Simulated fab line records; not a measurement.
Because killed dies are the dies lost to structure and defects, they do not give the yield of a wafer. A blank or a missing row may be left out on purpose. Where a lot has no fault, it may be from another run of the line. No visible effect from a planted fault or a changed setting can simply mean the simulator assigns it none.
Which tool was responsible?	flow sky130	Sampling: 24 lots, 72 wafers, 5 of 708 route steps

WHAT EACH GAUGE READ, for each wafer
SKY_FIELD_ISO_THK_MEAS_02. Usual: for FIELD_ISO_OXIDATION_00_THK the level is 12.02 nm and the standard deviation is 0.22.
lot	measured	on	FIELD_ISO_OXIDATION_00_THK (nm)	flag
L074	day 1 12:19	film-metro-01	12.12 12.18 12.11	
L075	day 1 16:39	film-metro-02	11.49 11.73 11.58	
L076	day 1 22:58	film-metro-04	11.77 11.89 11.85	
L077	day 2 02:51	film-metro-02	11.85 12.00 11.86	
L078	day 2 08:18	film-metro-01	12.08 12.09 11.96	
L079	day 2 12:48	film-metro-04	12.13 12.01 11.86	
L080	day 2 18:03	film-metro-01	11.44 11.45 11.33	
L081	day 2 22:38	film-metro-01	12.14 12.40 12.12	
L082	day 3 06:49	film-metro-01	12.08 12.08 12.06	
L083	day 3 11:15	film-metro-02	12.10 12.12 12.10	
L084	day 3 15:44	film-metro-01	12.00 12.04 12.02	
L085	day 3 20:07	film-metro-01	12.17 12.08 12.28	
L086	day 4 00:16	film-metro-01	11.98 12.04 11.98	
L087	day 4 04:38	film-metro-02	12.07 12.32 11.89	
L088	day 4 09:39	film-metro-04	11.99 12.01 11.95	
L089	day 4 14:55	film-metro-01	12.01 12.05 12.12	
L090	day 4 20:31	film-metro-01	11.94 12.14 12.06	
L091	day 5 00:53	film-metro-02	11.89 11.92 11.75	
L092	day 5 05:57	film-metro-01	12.36 12.37 12.55	
L093	day 5 10:39	film-metro-04	11.78 12.03 12.06	
L094	day 5 15:39	film-metro-01	12.08 12.11 12.07	
L095	day 5 22:41	film-metro-02	11.92 12.09 12.21	
L096	day 6 02:07	film-metro-01	12.08 12.15 12.22	
L097	day 6 07:37	film-metro-04	12.10 12.10 12.17	

SKY_POLY_GATE_CD_MEAS_13: the cd target is 150 nm. Usual: cd-nm at 150.0 nm, with a standard deviation of 1.4.
lot	measured	on	cd-nm (nm)	flag
L074	day 16 08:12	cd-sem-01	151.4 150.2 150.9	
L075	day 16 12:14	cd-sem-01	148.7 148.4 147.4	
L076	day 17 12:20	cd-sem-01	150.8 150.5 149.8	
L077	day 17 15:13	cd-sem-02	149.8 149.3 149.5	
L078	day 19 00:43	cd-sem-01	149.6 148.9 149.1	
L079	day 19 04:28	cd-sem-01	149.4 150.4 151.3	
L080	day 19 04:05	cd-sem-02	149.3 149.0 149.4	
L081	day 19 04:37	cd-sem-02	152.2 150.3 151.1	
L082	day 19 12:05	cd-sem-01	150.2 152.4 153.2	
L083	day 19 16:56	cd-sem-01	150.5 150.1 150.4	
L084	day 20 11:28	cd-sem-01	147.8 148.1 149.9	
L085	day 20 12:47	cd-sem-01	152.6 151.0 151.7	
L086	day 20 18:14	cd-sem-02	150.4 149.3 149.9	
L087	day 21 02:21	cd-sem-01	148.8 147.1 147.7	
L088	day 21 08:50	cd-sem-01	147.7 149.0 146.7	
L089	day 21 17:20	cd-sem-02	151.4 149.9 150.9	
L090	day 22 08:57	cd-sem-01	149.1 148.8 149.4	
L091	day 22 15:26	cd-sem-01	149.9 150.4 151.0	
L092	day 22 20:19	cd-sem-01	150.8 151.1 151.3	
L093	day 23 08:29	cd-sem-01	153.5 153.5 152.7	
L094	day 23 14:29	cd-sem-01	149.7 149.9 149.3	
L095	day 23 18:29	cd-sem-01	150.5 149.5 149.2	
L096	day 24 00:17	cd-sem-02	150.0 148.9 149.9	
L097	day 24 11:08	cd-sem-02	150.6 149.5 150.6	

SKY_POLY_GATE_CD_MEAS_22. Usual: cd-nm at 150.6 nm, with a standard deviation of 1.7.
lot	measured	on	cd-nm (nm)	flag
L074	day 16 11:24	cd-sem-01	151.3 150.2 150.5	
L075	day 16 15:38	cd-sem-01	151.1 150.1 148.1	
L076	day 17 15:05	cd-sem-01	153.3 151.7 150.2	
L077	day 17 17:46	cd-sem-02	149.2 151.0 149.0	
L078	day 19 03:03	cd-sem-01	148.7 149.1 148.3	
L079	day 19 06:23	cd-sem-01	150.1 151.9 152.9	
L080	day 19 06:21	cd-sem-02	149.8 148.8 150.1	
L081	day 19 07:14	cd-sem-01	151.3 150.9 152.4	
L082	day 19 14:30	cd-sem-02	150.7 152.0 151.8	
L083	day 19 19:45	cd-sem-02	151.1 150.4 151.8	
L084	day 20 13:19	cd-sem-02	147.7 150.4 149.7	
L085	day 20 14:40	cd-sem-02	150.4 149.6 151.6	
L086	day 20 20:05	cd-sem-01	150.6 151.2 151.5	
L087	day 21 04:12	cd-sem-01	149.9 149.5 148.3	
L088	day 21 10:42	cd-sem-01	148.0 147.6 145.9	
L089	day 21 19:12	cd-sem-02	150.2 147.9 150.9	
L090	day 22 10:48	cd-sem-02	151.8 151.0 150.8	
L091	day 22 17:17	cd-sem-02	151.5 150.8 152.4	
L092	day 22 22:10	cd-sem-01	150.0 152.8 153.0	
L093	day 23 10:22	cd-sem-01	154.6 155.2 151.7	
L094	day 23 16:22	cd-sem-01	148.7 150.9 149.2	
L095	day 23 20:22	cd-sem-01	151.7 149.4 150.1	
L096	day 24 03:11	cd-sem-01	152.0 150.4 152.2	
L097	day 24 12:59	cd-sem-02	148.0 151.0 151.0	

SKY_METAL1_THK_MEAS_06: measures by xrf. Usual: for METAL1_ALCU_THK the level is 253.8 nm and the standard deviation is 3.
lot	measured	on	METAL1_ALCU_THK (nm)	flag
L074	day 31 13:49	film-metro-02	256.0 254.1 256.6	
L075	day 31 20:01	film-metro-04	253.2 251.1 253.6	
L076	day 32 15:16	film-metro-02	249.4 247.3 252.2	
L077	day 32 18:22	film-metro-03	256.2 254.8 254.7	
L078	day 34 01:44	film-metro-04	252.8 252.3 252.3	
L079	day 34 05:58	film-metro-04	252.7 254.7 255.9	
L080	day 34 05:04	film-metro-03	257.8 253.1 255.5	
L081	day 34 04:46	film-metro-03	259.4 255.3 259.2	
L082	day 34 09:01	film-metro-03	257.8 260.3 257.5	
L083	day 34 13:54	film-metro-04	255.7 253.5 255.6	
L084	day 35 10:38	film-metro-04	252.7 248.9 253.7	
L085	day 35 06:55	film-metro-03	257.8 256.1 254.5	
L086	day 35 11:20	film-metro-02	250.4 254.2 256.5	
L087	day 35 20:08	film-metro-04	256.9 255.6 258.9	
L088	day 35 23:37	film-metro-04	253.0 254.2 254.1	
L089	day 36 07:40	film-metro-02	253.6 251.2 250.6	
L090	day 36 21:02	film-metro-02	253.6 252.2 253.6	
L091	day 37 02:38	film-metro-03	254.7 257.7 255.3	
L092	day 37 10:16	film-metro-04	252.9 251.1 253.1	
L093	day 37 16:53	film-metro-04	256.7 254.2 256.8	
L094	day 37 20:36	film-metro-02	249.8 250.9 249.3	
L095	day 38 00:07	film-metro-02	259.4 254.4 255.9	
L096	day 38 08:28	film-metro-03	250.6 253.7 250.5	
L097	day 38 15:43	film-metro-04	253.3 248.7 249.8	

TOOL THAT RAN EACH LOT (tool first, then ch and the chambers of the sampled wafers, then the start)
lot	SKY_CONTACT_ETCH_16
L074	rie-diel-04 ch 0,2,3, day 31 12:04
L075	rie-diel-04 ch 2,3, day 31 18:09
L076	rie-diel-02 ch 0,2, day 32 13:38
L077	rie-diel-02 ch 0,1,2, day 32 16:44
L078	rie-diel-03 ch 1,2,3, day 34 00:03
L079	rie-diel-02 ch 0,2,3, day 34 04:00
L080	rie-diel-03 ch 1,3, day 34 02:47
L081	rie-diel-02 ch 0,1,2, day 34 03:08
L082	rie-diel-04 ch 0,1,3, day 34 07:20
L083	rie-diel-02 ch 0,1,3, day 34 12:06
L084	rie-diel-02 ch 0,2,3, day 35 09:00
L085	rie-diel-02 ch 0,3, day 35 05:15
L086	rie-diel-04 ch 0,1,3, day 35 09:42
L087	rie-diel-02 ch 0,2, day 35 18:24
L088	rie-diel-03 ch 0,3, day 35 21:54
L089	rie-diel-02 ch 0,3, day 36 05:35
L090	rie-diel-03 ch 0,2,3, day 36 18:57
L091	rie-diel-03 ch 0,1, day 37 00:30
L092	rie-diel-04 ch 0,1,2, day 37 08:38
L093	rie-diel-03 ch 0,1,3, day 37 15:12
L094	rie-diel-04 ch 0,1, day 37 18:57
L095	rie-diel-04 ch 1,2,3, day 37 22:27
L096	rie-diel-04 ch 1,2, day 38 06:50
L097	rie-diel-02 ch 0,1,2, day 38 13:39
- SKY_CONTACT_ETCH_16: etches BARC in N2/H2, stops on SiO2, time 45.9 s, target depth 60 nm.

AS READ BY THE TOOLS THEMSELVES (means over the sampled wafers that have a number; for cases with no such wafer, the mark the record gives instead)
SKY_CONTACT_ETCH_16. Usual: drypump-motor-current-A 5.7 A, standard deviation 0.49; oes-product-au 0.855 a.u., standard deviation 0.0051; throttle-valve-pct 13.223 %, standard deviation 0.009.
lot	tool	drypump-motor-current-A (A)	oes-product-au (a.u.)	throttle-valve-pct (%)	flag
L074	rie-diel-04	6.0	0.858	13.217	
L075	rie-diel-04	5.8	0.854	13.230	
L076	rie-diel-02	5.6	0.857	13.215	
L077	rie-diel-02	5.5	0.854	13.217	
L078	rie-diel-03	5.6	0.852	13.225	
L079	rie-diel-02	5.5	0.860	13.227	
L080	rie-diel-03	6.0	0.859	13.227	
L081	rie-diel-02	5.5	0.855	13.233	
L082	rie-diel-04	6.1	0.862	13.230	
L083	rie-diel-02	5.6	0.856	13.225	
L084	rie-diel-02	5.6	0.852	13.233	
L085	rie-diel-02	5.6	0.853	13.228	
L086	rie-diel-04	6.0	0.855	13.225	
L087	rie-diel-02	5.6	0.857	13.215	
L088	rie-diel-03	5.8	0.859	13.226	
L089	rie-diel-02	5.6	0.847	13.224	
L090	rie-diel-03	5.3	0.859	13.220	
L091	rie-diel-03	5.1	0.856	13.211	
L092	rie-diel-04	6.1	0.859	13.237	
L093	rie-diel-03	5.5	0.851	13.218	
L094	rie-diel-04	6.2	0.851	13.226	
L095	rie-diel-04	6.0	0.852	13.225	
L096	rie-diel-04	6.1	0.859	13.221	
L097	rie-diel-02	5.5	0.856	13.224	

THE ANSWER, worked out from the rows above alone
Rule: take the mean of a lot's wafers that have a number; if it is more than 3 standard deviations from the usual mean, the lot is off. Also off: a lot with no number at a reading for which 4 or more lots have one. Any other lot the step has rows for is counted as sound. After the gauges, taken in route order, come the tools' own readings; for these a lot's mean is taken, as printed above. The first step at which some lot is off is used, and at that step the reading that is off furthest; a lot without a number counts as furthest.
Across all readings shown, no lot is off: no conclusion can be drawn from this.

WHAT HAD BEEN PUT IN BY THE SIMULATOR
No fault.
